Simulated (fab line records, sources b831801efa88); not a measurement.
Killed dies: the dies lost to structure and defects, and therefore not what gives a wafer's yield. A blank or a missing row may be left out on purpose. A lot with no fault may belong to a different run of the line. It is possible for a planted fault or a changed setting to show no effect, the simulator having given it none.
fab line records | flow sfqLine
record lots=6 wafers=18 lastDay=92
route steps=325 shown M4@152 I4@163 JJ@178 M5@206 M8@325
lots with no fault: from the same line, run without faults
startH: hours from the record's first day to the start of the lot's first wafer shown | waitH: how many hours have passed since the lot's step before this one | " unchanged from the row above | L1.1+2: one row covering several wafers at once | - no value, or no start was given | * or withheld: withheld | < > ~ a bound
route shown NAME@n: NAME is a module with steps in the file, n the number in the route of the first one | usual: average and standard deviation across the fault-free wafers | same: alike in all rows | chamber/n: place in a boat | sites: readings site by site | _std_site: the standard deviation of these | _edge_site: the outer-site mean with the inner-site mean subtracted | radiusMm: how far each site lies from the wafer's centre | mask NAME#n: copy n | behind: the last tool/chamber to shape the wafer | hold: why the lot was held/for how many hours/how that ended | device: names the non-switching transistor (n, p or np) | end of line: at the end of the route, the tests of the same wafers | a step without rows: its recipe alone | killed: dies that structure and defects cost at the first sort, which is not the same as the wafer's yield | map: dies across one wafer; x = killed, . = not, _ = none there
set.NAME: the setting as run; set.NAME@STEP: as run at that earlier step | model.NAME: the simulator's own value behind a step, which no gauge read
a table for each step, a row for each wafer; lots at some steps of the route
services: when a tool's chamber went out of use (startH, in hours from the record's first day, below 0 if earlier), for how many hours, and the reason
## steps
# step SFQ_TRILAYER_M4_LITHO_COAT_098
# recipe resist=BARC spinRpm=3000 resistThkNm=62
# step SFQ_TRILAYER_M4_LITHO_COAT_093
# recipe resist=KrF spinRpm=3000 resistThkNm=600
# step SFQ_TRILAYER_M4_LITHO_SOFTBAKE_097
# recipe tempC=withheld timeS=withheld resist=KrF
# step SFQ_TRILAYER_M4_LITHO_EXPOSE_094
# recipe maskId=M4 na=0.6 sourceShape=conventional sigmaOuter=0.65 targetCdNm=500 doseMj=14.4
# step SFQ_TRILAYER_M4_LITHO_PEB_096
# recipe pebTempC=115 pebTimeS=60 resist=KrF
# step SFQ_TRILAYER_M4_LITHO_DEVELOP_095
# recipe timeS=60 resist=KrF
# step SFQ_M4_OVL_MEAS_926
# usual M4_OVL=-1/5
# columns lot.wafer tool chamber startH waitH M4_OVL[nm]
L925.4 overlay-01 - 1287.02 0.1 -10
L925.5 " - " " -15
L925.6 " - " " -13
L934.2 overlay-01 - 1378.80 0.1 6
L934.3 " - " " 9
L934.5 " - " " 10
L935.1 overlay-01 - 1385.81 0.1 1
L935.2 " - " " 2
L935.4 " - " " -4
L941.1 overlay-02 - 1449.66 0.1 1
L941.4 " - " " 1
L941.6 " - " " 4
L942.1 overlay-02 - 1460.46 0.1 -4
L942.3 " - " " -1
L942.6 " - " " -1
L944.1 overlay-02 - 1470.06 0.1 4
L944.2 " - " " 1
L944.4 " - " " -2
# step SFQ_TRILAYER_M4_BARC_OPEN_METAL_ETCH_123
# recipe maskMaterial=PR chemistry=O2 targetDepthNm=125 target=BARC icpW=600 biasW=80 pressureMtorr=10 timeS=41.7
# step SFQ_TRILAYER_M4_ETCH_METAL_ETCH_096
# recipe target=Nb stopOn=SiO2 maskMaterial=PR chemistry=Cl2/Ar targetDepthNm=240 icpW=600 biasW=80 pressureMtorr=10 timeS=120
# usual drypumpMotorCurrentA=5.44/0.23 oesProductAu=0.893/0.0064 rfFwdPowerW=596.8/2.1
# columns lot.wafer tool chamber startH waitH drypumpMotorCurrentA oesProductAu rfFwdPowerW rfHoursCounterH
L925.4 rieMetal-01 0 1287.14 0.1 5.80 0.892 590.2 -
L925.5 " 0 " " 5.80 0.897 595.1 -
L925.6 " 1 " " 5.74 0.900 597.9 -
L934.2 rieMetal-04 0 1378.89 0.0 5.17 0.892 595.0 14
L934.3 " 1 " " 5.35 0.900 598.8 -
L934.5 " 1 " " 5.34 0.899 597.3 -
L935.1 rieMetal-04 0 1385.97 0.1 5.16 0.879 600.4 15
L935.2 " 0 " " 5.17 0.885 598.9 -
L935.4 " 0 " " 5.17 0.895 596.2 -
L941.1 rieMetal-01 1 1449.76 0.0 5.70 0.897 597.8 27
L941.4 " 1 " " 5.71 0.896 598.9 -
L941.6 " 0 " " 5.82 0.900 594.2 -
L942.1 rieMetal-04 1 1460.56 0.0 5.34 0.906 598.5 8
L942.3 " 0 " " 5.17 0.894 597.6 -
L942.6 " 1 " " 5.33 0.897 599.2 -
L944.1 rieMetal-04 0 1470.16 0.0 5.17 0.892 597.4 28
L944.2 " 1 " " 5.34 0.890 597.7 10
L944.4 " 0 " " 5.16 0.887 594.1 -
# step SFQ_TRILAYER_M4_STRIP_STRIP_097
# recipe gas=O2 powerW=200 platenTempC=40 overashFraction=0.65 chemistry=O2 pressureMtorr=50
# usual drypumpMotorCurrentA=5.44/0.23 oesProductAu=1.000/0.0065
# columns lot.wafer tool chamber startH waitH drypumpMotorCurrentA oesProductAu rfHoursCounterH
L925.4 rieMetal-01 0 1287.42 0.2 5.83 1.004 -
L925.5 " 0 " " 5.81 1.008 -
L925.6 " 1 " " 5.70 1.007 -
L934.2 rieMetal-04 0 1379.02 0.1 5.17 0.996 14
L934.3 " 1 " " 5.37 1.005 -
L934.5 " 1 " " 5.35 0.998 -
L935.1 rieMetal-04 0 1386.22 0.2 5.19 0.994 15
L935.2 " 0 " " 5.17 1.001 -
L935.4 " 0 " " 5.18 1.001 -
L941.1 rieMetal-01 1 1449.88 0.1 5.70 1.016 27
L941.4 " 1 " " 5.69 1.008 -
L941.6 " 0 " " 5.83 1.004 -
L942.1 rieMetal-04 1 1460.68 0.1 5.36 1.007 8
L942.3 " 0 " " 5.16 0.996 -
L942.6 " 1 " " 5.32 1.013 -
L944.1 rieMetal-04 0 1470.28 0.1 5.18 1.002 28
L944.2 " 1 " " 5.37 1.001 10
L944.4 " 0 " " 5.18 1.005 -
# step SFQ_TRILAYER_M4_STRIP_SOLV_CLEAN_098
# recipe chemistry=NMP tempC=70 timeS=600
# step SFQ_TRILAYER_I4_DEP_PECVD_099
# recipe material=SiO2 tempC=150 timeS=111.11 pressureTorr=2.4 rfW=183.3 precursor=SiH4/N2O targetThkNm=500
# usual heaterPowerW=88/24 rfFwdPowerW=182.3/0.57 throttleValvePct=24.7/1.1
# columns lot.wafer tool chamber startH waitH heaterPowerW rfFwdPowerW sinceWetCleanH throttleValvePct
L925.4 pecvd-03 2 1288.05 0.0 112 182.5 - 25.7
L925.5 " 1 " " 96 183.0 - 23.0
L925.6 " 0 " " 58 182.5 - 23.1
L934.2 pecvd-03 2 1379.79 0.0 96 181.5 433 25.8
L934.3 " 1 " " 90 182.1 433 23.1
L934.5 " 0 " " 59 182.4 - 23.2
L935.1 pecvd-04 0 1387.59 0.0 82 183.0 1179 25.5
L935.2 " 1 " " 89 182.4 1179 25.1
L935.4 " 2 " " 111 181.9 - 25.3
L941.1 pecvd-04 2 1450.66 0.0 108 180.7 1242 25.2
L941.4 " 0 " " 79 182.2 - 25.7
L941.6 " 2 " " 107 182.1 - 25.3
L942.1 pecvd-01 0 1461.46 0.0 54 182.8 131 23.4
L942.3 " 2 " " 84 181.8 131 24.5
L942.6 " 2 " " 85 182.2 - 24.5
L944.1 pecvd-01 0 1471.06 0.0 52 183.5 140 23.7
L944.2 " 1 " " 128 182.9 140 24.5
L944.4 " 1 " " 127 182.2 - 24.7
# step SFQ_TRILAYER_I4_CMP_CMP_100
# recipe material=SiO2 downForcePsi=3 platenRpm=60 padVelocityMS=0.94248
# usual motorCurrentA=10.6/0.77 timeToEndpointS=214/6.4
# columns lot.wafer tool chamber startH waitH motorCurrentA timeToEndpointS model.SiO2_of_TRILAYER_I4_DEP_PECVD_099.thkNm
L925.4 cmp-01 1 1317.95 29.9 9.4 210 200.6
L925.5 " 3 1318.95 30.9 10.2 220 200.2
L925.6 " 0 " " 11.0 220 199.4
L934.2 cmp-01 3 1379.87 0.0 10.0 206 199
L934.3 " 2 1381.37 1.5 11.0 208 198.7
L934.5 " 0 1382.37 2.5 10.8 284 306.1
L935.4 cmp-01 1 1387.67 0.0 9.0 210 199.3
L935.1 " 3 1388.67 1.0 10.5 213 199
L935.2 " 0 " " 12.2 277 303.6
L941.1 cmp-02 2 1451.73 1.0 10.5 205 200.1
L941.4 " 3 " " 10.8 220 199.6
L941.6 " 0 " " 11.2 224 199
L942.1 cmp-02 2 1462.75 1.3 9.8 201 199.6
L942.3 " 0 1463.75 2.3 11.0 210 199
L942.6 " 3 1465.25 3.7 11.2 215 199.6
L944.4 cmp-02 2 1474.75 3.6 10.1 214 200.7
L944.1 " 3 " " 11.2 216 200.6
L944.2 " 0 " " 11.2 218 200
# step SFQ_I4_BOW_MEAS_927
# recipe mode=bow
# usual I4_BOW=1/9.5
# columns lot.wafer tool chamber startH waitH I4_BOW[um]
L925.4 filmMetro-01 - 1320.01 1.6 1
L925.5 " - " " -3
L925.6 " - " " -4
L934.2 filmMetro-03 - 1382.89 2.5 17
L934.3 " - " " 3
L934.5 " - " " 5
L935.1 filmMetro-01 - 1390.67 1.5 -14
L935.2 " - " " 0
L935.4 " - " " -3
L941.1 filmMetro-03 - 1453.73 1.5 6
L941.4 " - " " 8
L941.6 " - " " 2
L942.1 filmMetro-01 - 1465.75 2.5 8
L942.3 " - " " 12
L942.6 " - " " 11
L944.1 filmMetro-03 - 1477.75 2.0 0
L944.2 " - " " 3
L944.4 " - " " 9
# step SFQ_TRILAYER_I4_METRO_MEASURE_101
# usual thkNm=200.1/0.88
# columns lot.wafer tool chamber startH waitH thkNm
L925.4 filmMetro-01 - 1320.67 0.6 200.6
L925.5 " - " " 200.0
L925.6 " - " " 199.4
L934.2 filmMetro-03 - 1383.19 0.3 199.0
L934.3 " - " " 198.8
L934.5 " - " " 306.0
L935.1 filmMetro-01 - 1390.79 0.1 199.0
L935.2 " - " " 303.8
L935.4 " - " " 199.1
L941.1 filmMetro-03 - 1453.85 0.1 200.0
L941.4 " - " " 199.6
L941.6 " - " " 198.9
L942.1 filmMetro-01 - 1465.87 0.1 199.6
L942.3 " - " " 199.0
L942.6 " - " " 199.6
L944.1 filmMetro-03 - 1477.87 0.1 200.8
L944.2 " - " " 199.9
L944.4 " - " " 200.7
# step SFQ_TRILAYER_I4_VIA_LITHO_COAT_108
# recipe resist=BARC spinRpm=3000 resistThkNm=62
# step SFQ_TRILAYER_I4_VIA_LITHO_COAT_103
# recipe resist=KrF spinRpm=3000 resistThkNm=650
# step SFQ_TRILAYER_I4_VIA_LITHO_SOFTBAKE_107
# recipe tempC=withheld timeS=withheld resist=KrF
# step SFQ_TRILAYER_I4_VIA_LITHO_EXPOSE_104
# recipe maskId=I4 na=0.6 sourceShape=conventional sigmaOuter=0.65 targetCdNm=700 doseMj=21.3
# step SFQ_TRILAYER_I4_VIA_LITHO_PEB_106
# recipe pebTempC=115 pebTimeS=60 resist=KrF
# step SFQ_TRILAYER_I4_VIA_LITHO_DEVELOP_105
# recipe timeS=60 resist=KrF
# step SFQ_I4_OVL_MEAS_928
# usual I4_OVL=-3/6.4
# columns lot.wafer tool chamber startH waitH I4_OVL[nm]
L925.4 overlay-02 - 1430.23 0.1 -3
L925.5 " - " " -1
L925.6 " - " " -4
L934.2 overlay-02 - 1497.67 0.1 -11
L934.3 " - " " -10
L934.5 " - " " -12
L935.1 overlay-01 - 1510.86 0.1 8
L935.2 " - " " 5
L935.4 " - " " 5
L941.1 overlay-01 - 1576.23 0.1 -1
L941.4 " - " " 6
L941.6 " - " " 7
L942.1 overlay-02 - 1582.23 0.1 -6
L942.3 " - " " -4
L942.6 " - " " -2
L944.1 overlay-02 - 1599.51 0.1 -10
L944.2 " - " " -4
L944.4 " - " " -2
# step SFQ_TRILAYER_I4_VIA_BARC_OPEN_VIA_ETCH_146
# recipe maskMaterial=PR chemistry=O2 targetDepthNm=125 target=BARC sourceW=500 biasW=80 pressureMtorr=30 timeS=41.7
# usual drypumpMotorCurrentA=6.0/0.39 oesProductAu=0.685/0.0044 rfFwdPowerW=493.8/2.2
# columns lot.wafer tool chamber startH waitH drypumpMotorCurrentA oesProductAu rfFwdPowerW rfHoursCounterH
L925.4 rieDiel-03 1 1430.25 0.0 5.9 0.690 496.7 10
L925.5 " 3 " " 5.5 0.686 491.4 -
L925.6 " 0 " " 6.2 0.684 495.7 -
L934.2 rieDiel-01 1 1497.70 0.0 6.7 0.687 496.1 17
L934.3 " 3 " " 6.4 0.687 489.2 18
L934.5 " 0 " " 5.6 0.691 493.7 -
L935.1 rieDiel-01 0 1510.90 0.0 5.6 0.681 491.8 15
L935.2 " 2 " " 5.9 0.691 492.4 0
L935.4 " 3 " " 6.4 0.693 492.5 18
L941.1 rieDiel-04 0 1576.26 0.0 5.8 0.692 491.6 17
L941.4 " 2 " " 5.1 0.687 494.7 7
L941.6 " 1 " " 6.1 0.689 489.5 -
L942.1 rieDiel-03 1 1582.26 0.0 5.9 0.688 493.2 12
L942.3 " 3 " " 5.5 0.690 496.1 14
L942.6 " 2 " " 6.0 0.691 496.3 -
L944.1 rieDiel-04 2 1599.55 0.0 5.1 0.692 498.6 7
L944.2 " 1 " " 6.1 0.690 489.5 15
L944.4 " 0 " " 5.8 0.690 493.9 17
# step SFQ_TRILAYER_I4_VIA_ETCH_VIA_ETCH_106
# recipe target=SiO2 stopOn=Nb maskMaterial=PR taperDeg=20 chemistry=CHF3 targetDepthNm=260 sourceW=500 biasW=80 pressureMtorr=30 timeS=withheld
# usual drypumpMotorCurrentA=6.0/0.39 oesProductAu=0.855/0.005 rfFwdPowerW=497.6/1.6
# columns lot.wafer tool chamber startH waitH drypumpMotorCurrentA oesProductAu rfFwdPowerW model.I4.featureDepthNm model.etch.depthNm
L925.4 rieDiel-03 1 1430.29 0.0 5.9 0.862 499.1 200.6 200.6
L925.5 " 3 " " 5.5 0.852 496.0 200.2 200.2
L925.6 " 0 " " 6.2 0.859 495.6 199.4 199.4
L934.2 rieDiel-01 1 1497.74 0.0 6.7 0.849 500.8 199 199
L934.3 " 3 " " 6.4 0.849 497.4 198.7 198.7
L934.5 " 0 " " 5.6 0.994 499.7 258.5 258.5
L935.1 rieDiel-01 0 1510.94 0.0 5.6 0.842 497.8 199 199
L935.2 " 2 " " 5.9 0.996 494.6 257.2 257.2
L935.4 " 3 " " 6.3 0.851 495.9 199.3 199.3
L941.1 rieDiel-04 0 1576.30 0.0 5.8 0.853 499.6 200.1 200.1
L941.4 " 2 " " 5.1 0.850 498.9 199.6 199.6
L941.6 " 1 " " 6.1 0.856 495.5 199 199
L942.1 rieDiel-03 1 1582.30 0.0 5.9 0.851 496.6 199.6 199.6
L942.3 " 3 " " 5.5 0.855 498.0 199 199
L942.6 " 2 " " 6.0 0.851 496.1 199.6 199.6
L944.1 rieDiel-04 2 1599.59 0.0 5.1 0.853 499.2 200.6 200.6
L944.2 " 1 " " 6.0 0.859 494.2 200 200
L944.4 " 0 " " 5.8 0.855 497.4 200.7 200.7
# step SFQ_TRILAYER_I4_VIA_STRIP_STRIP_107
# recipe gas=O2 powerW=200 platenTempC=40 overashFraction=0.65 chemistry=O2 pressureMtorr=50
# step SFQ_TRILAYER_I4_VIA_STRIP_SOLV_CLEAN_108
# recipe chemistry=NMP tempC=70 timeS=600
# step SFQ_TRILAYER_JJ_TRILAYER_DEP_PRE_CLEAN_113
# recipe gas=Ar timeS=22.5 biasV=250
# step SFQ_TRILAYER_JJ_TRILAYER_DEP_SPUTTER_109
# recipe material=Nb basePressurePa=1.33e-06 chamberPressurePa=0.1333 substrateTempC=20 targetThkNm=150 powerW=2000 timeS=100
# step SFQ_TRILAYER_JJ_TRILAYER_DEP_SPUTTER_110
# recipe material=Al basePressurePa=1.33e-06 targetThkNm=8 powerW=500 timeS=10 chamberPressurePa=0.4
# usual chamberPressurePa=0.3999/0.00078 throttleValvePct=29.9/0.92
# columns lot.wafer tool chamber startH waitH chamberPressurePa throttleValvePct
L925.4 pvdSputter-04 - 1431.28 0.0 0.3999 28.8
L925.5 " - " " 0.3994 30.6
L925.6 " - " " 0.3994 29.0
L934.2 pvdSputter-04 - 1498.72 0.0 0.3991 30.7
L934.3 " - " " 0.3992 29.2
L934.5 " - " " 0.3993 30.8
L935.1 pvdSputter-04 - 1511.92 0.0 0.4007 28.8
L935.2 " - " " 0.3998 28.9
L935.4 " - " " 0.3997 30.5
L941.1 pvdSputter-06 - 1577.31 0.0 0.3996 28.9
L941.4 " - " " 0.3992 29.7
L941.6 " - " " 0.3994 30.9
L942.1 pvdSputter-04 - 1583.89 0.0 0.3999 28.8
L942.3 " - " " 0.3999 30.9
L942.6 " - " " 0.3994 28.8
L944.1 pvdSputter-06 - 1600.59 0.0 0.4004 31.1
L944.2 " - " " 0.3993 30.3
L944.4 " - " " 0.3994 29.1
# step SFQ_TRILAYER_JJ_TRILAYER_DEP_AL_OXIDATION_111
# recipe pressureMbar=0.014667 oxidationTimeS=600 temperatureK=293
# step SFQ_TRILAYER_JJ_TRILAYER_DEP_SPUTTER_112
# recipe material=Nb basePressurePa=1.33e-06 chamberPressurePa=0.1333 substrateTempC=20 targetThkNm=170 powerW=2000 timeS=113.3
# step SFQ_JJ_RS_MEAS_929
# recipe thkMeasGauge=four-point-probe reads=Nb_of_TRILAYER_JJ_TRILAYER_DEP_SPUTTER_112
# usual JJ_NB_RS=1.047/0.011
# columns lot.wafer tool chamber startH waitH JJ_NB_RS[ohm/sq]
L925.4 filmMetro-04 - 1432.44 0.1 1.053
L925.5 " - " " 1.059
L925.6 " - " " 1.054
L934.2 filmMetro-01 - 1499.85 0.1 1.033
L934.3 " - " " 1.050
L934.5 " - " " 1.040
L935.1 filmMetro-02 - 1513.03 0.0 1.043
L935.2 " - " " 1.046
L935.4 " - " " 1.046
L941.1 filmMetro-01 - 1578.41 0.0 1.044
L941.4 " - " " 1.055
L941.6 " - " " 1.052
L942.1 filmMetro-02 - 1584.99 0.0 1.041
L942.3 " - " " 1.044
L942.6 " - " " 1.038
L944.1 filmMetro-01 - 1601.70 0.0 1.044
L944.2 " - " " 1.046
L944.4 " - " " 1.042
# step SFQ_TRILAYER_JJ_CE_LITHO_COAT_119
# recipe resist=BARC spinRpm=3000 resistThkNm=62
# step SFQ_TRILAYER_JJ_CE_LITHO_COAT_114
# recipe resist=KrF spinRpm=3000 resistThkNm=600
# step SFQ_TRILAYER_JJ_CE_LITHO_SOFTBAKE_118
# recipe tempC=withheld timeS=withheld resist=KrF
# step SFQ_TRILAYER_JJ_CE_LITHO_EXPOSE_115
# recipe maskId=J5 na=0.6 sourceShape=conventional sigmaOuter=0.65 targetCdNm=700 doseMj=14.4
# step SFQ_TRILAYER_JJ_CE_LITHO_PEB_117
# recipe pebTempC=115 pebTimeS=60 resist=KrF
# step SFQ_TRILAYER_JJ_CE_LITHO_DEVELOP_116
# recipe timeS=60 resist=KrF
# step SFQ_JJ_OVL_MEAS_931
# usual J5_OVL=2/6.3
# columns lot.wafer tool chamber startH waitH J5_OVL[nm]
L925.4 overlay-02 - 1558.58 0.1 -4
L925.5 " - " " 6
L925.6 " - " " -2
L934.2 overlay-02 - 1569.37 0.1 0
L934.3 " - " " 7
L934.5 " - " " 1
L935.1 overlay-02 - 1570.56 0.1 -4
L935.2 " - " " 0
L935.4 " - " " -2
L941.1 overlay-01 - 1685.00 0.1 9
L941.4 " - " " 11
L941.6 " - " " 6
L942.1 overlay-02 - 1692.20 0.1 7
L942.3 " - " " 13
L942.6 " - " " 6
L944.1 overlay-02 - 1709.00 0.1 2
L944.2 " - " " 0
L944.4 " - " " 9
# step SFQ_TRILAYER_JJ_CE_METRO_MEASURE_117
# step SFQ_TRILAYER_JJ_CE_BARC_OPEN_RIE_150
# recipe maskMaterial=PR chemistry=O2 targetDepthNm=240 target=BARC icpW=600 biasW=80 pressureMtorr=10 timeS=80
# step SFQ_TRILAYER_M5_ETCH_METAL_ETCH_126
# recipe target=Nb stopOn=SiO2 maskMaterial=PR overEtchFrac=0.15 timeS=203.2 chemistry=Cl2/BCl3 targetDepthNm=265 icpW=600 biasW=80 pressureMtorr=10
# usual drypumpMotorCurrentA=5.63/0.23 oesProductAu=0.730/0.0056 rfFwdPowerW=598.2/2.1
# columns lot.wafer tool chamber startH waitH drypumpMotorCurrentA oesProductAu rfFwdPowerW rfHoursCounterH model.SiO2_of_TRILAYER_I4_DEP_PECVD_099.thkNm
L925.4 rieMetal-01 0 1657.56 0.1 5.81 0.732 597.8 - 180.8
L925.5 " 1 " " 5.73 0.729 598.4 - 180.2
L925.6 " 0 " " 5.84 0.739 596.1 - 179.6
L934.2 rieMetal-02 0 1674.30 0.0 6.04 0.738 598.0 8 179.2
L934.3 " 0 " " 5.99 0.729 598.7 - 179
L934.5 " 1 " " 5.75 0.730 595.3 - 286.4
L935.1 rieMetal-03 0 1677.90 0.0 5.64 0.734 602.2 17 179.2
L935.2 " 1 " " 5.30 0.732 593.7 34 283.9
L935.4 " 0 " " 5.62 0.733 598.9 - 179.6
L941.1 rieMetal-02 0 1789.50 0.1 5.99 0.729 600.7 26 180.3
L941.4 " 0 " " 6.04 0.726 599.2 - 179.8
L941.6 " 0 " " 6.02 0.732 599.4 - 179.1
L942.1 rieMetal-03 0 1797.62 0.0 5.57 0.738 599.1 38 180
L942.3 " 1 " " 5.31 0.736 598.1 - 179.2
L942.6 " 1 " " 5.32 0.739 598.1 - 179.8
L944.1 rieMetal-02 0 1808.48 0.1 6.00 0.723 600.9 31 180.8
L944.2 " 0 " " 6.02 0.728 598.1 - 180.3
L944.4 " 0 " " 6.02 0.729 595.4 - 181
# step SFQ_M8_BOW_MEAS_951
# recipe mode=bow
# usual M8_BOW=8/12
# columns lot.wafer tool chamber startH waitH M8_BOW[um] model.etest.i4.linkOhm
L925.4 filmMetro-04 - 1988.86 0.1 13 2.181
L925.5 " - " " 9 2.185
L925.6 " - " " 9 2.171
L934.2 filmMetro-04 - 2034.24 0.0 21 2.148
L934.3 " - " " 7 2.161
L934.5 " - " " 9 1e+06
L935.1 filmMetro-04 - 2037.98 0.0 -4 2.186
L935.2 " - " " 11 1e+06
L935.4 " - " " 9 2.187
L941.1 filmMetro-04 - 2139.49 0.0 24 2.182
L941.4 " - " " 26 2.188
L941.6 " - " " 21 2.186
L942.1 filmMetro-04 - 2140.69 0.0 19 2.162
L942.3 " - " " 23 2.161
L942.6 " - " " 22 2.161
L944.1 filmMetro-01 - 2196.13 0.0 20 2.169
L944.2 " - " " 21 2.173
L944.4 " - " " 26 2.163
## services
# columns tool chamber startH hours kind
rieDiel-04 0 1268.84 4.0 repair
pvdSputter-04 - 1284.45 3.4 repair
rieDiel-03 - 1288.43 15.6 pm
rieDiel-04 2 1297.77 3.7 repair
pvdSputter-04 - 1311.46 7.2 repair
rieDiel-03 2 1328.57 5.4 repair
rieMetal-04 0 1340.94 4.4 repair
rieDiel-01 1 1344.87 6.2 repair
rieDiel-04 3 1347.99 5.6 repair
rieDiel-03 - 1367.34 0.5 repair
rieDiel-03 - 1368.58 0.1 repair
rieDiel-04 0 1439.02 8.7 repair
rieMetal-01 - 1455.44 1.6 repair
rieDiel-04 1 1462.33 2.1 repair
rieDiel-01 0 1475.20 3.7 repair
rieDiel-04 0 1476.65 4.2 repair
rieMetal-04 - 1478.09 0.1 repair
rieMetal-01 - 1539.04 2.8 pm
rieMetal-04 - 1558.39 15.6 pm
rieMetal-01 1 1563.84 4.7 repair
rieMetal-04 0 1584.12 15.9 repair
rieMetal-04 - 1690.27 1.9 repair
rieMetal-01 - 1698.26 0.3 repair
rieMetal-01 - 1767.01 1.8 repair
## key
firstSign step=SFQ_TRILAYER_I4_CMP_CMP_100 reading=timeToEndpointS direction=up sigmas=10 usual=* struck=*
effect step=SFQ_TRILAYER_I4_METRO_MEASURE_101 reading=thkNm direction=up sigmas=99+ usual=200.1 struck=304.9
effect step=SFQ_TRILAYER_I4_VIA_ETCH_VIA_ETCH_106 reading=oesProductAu direction=up sigmas=28 usual=0.855 struck=0.995
modelEffect step=SFQ_TRILAYER_I4_CMP_CMP_100 value=SiO2_of_TRILAYER_I4_DEP_PECVD_099.thkNm without=199.4 struck=304.8
modelEffect step=SFQ_TRILAYER_I4_VIA_ETCH_VIA_ETCH_106 value=I4.featureDepthNm without=199.4 struck=257.9
modelEffect step=SFQ_TRILAYER_M5_ETCH_METAL_ETCH_126 value=SiO2_of_TRILAYER_I4_DEP_PECVD_099.thkNm without=179.7 struck=285.1
modelEffect step=SFQ_M8_BOW_MEAS_951 value=etest.i4.linkOhm without=2.167 struck=1e+06
metAt SFQ_TRILAYER_I4_CMP_CMP_100
struckWafers L934.5,L935.2
onsetBetween 1317.95 1379.87
fault kind=processParameterDrift tool=cmp-01 chamber=0 onsetH=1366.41 steps=SFQ_TRILAYER_I4_CMP_CMP_100 channel=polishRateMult offset=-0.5 shape=step endH=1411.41
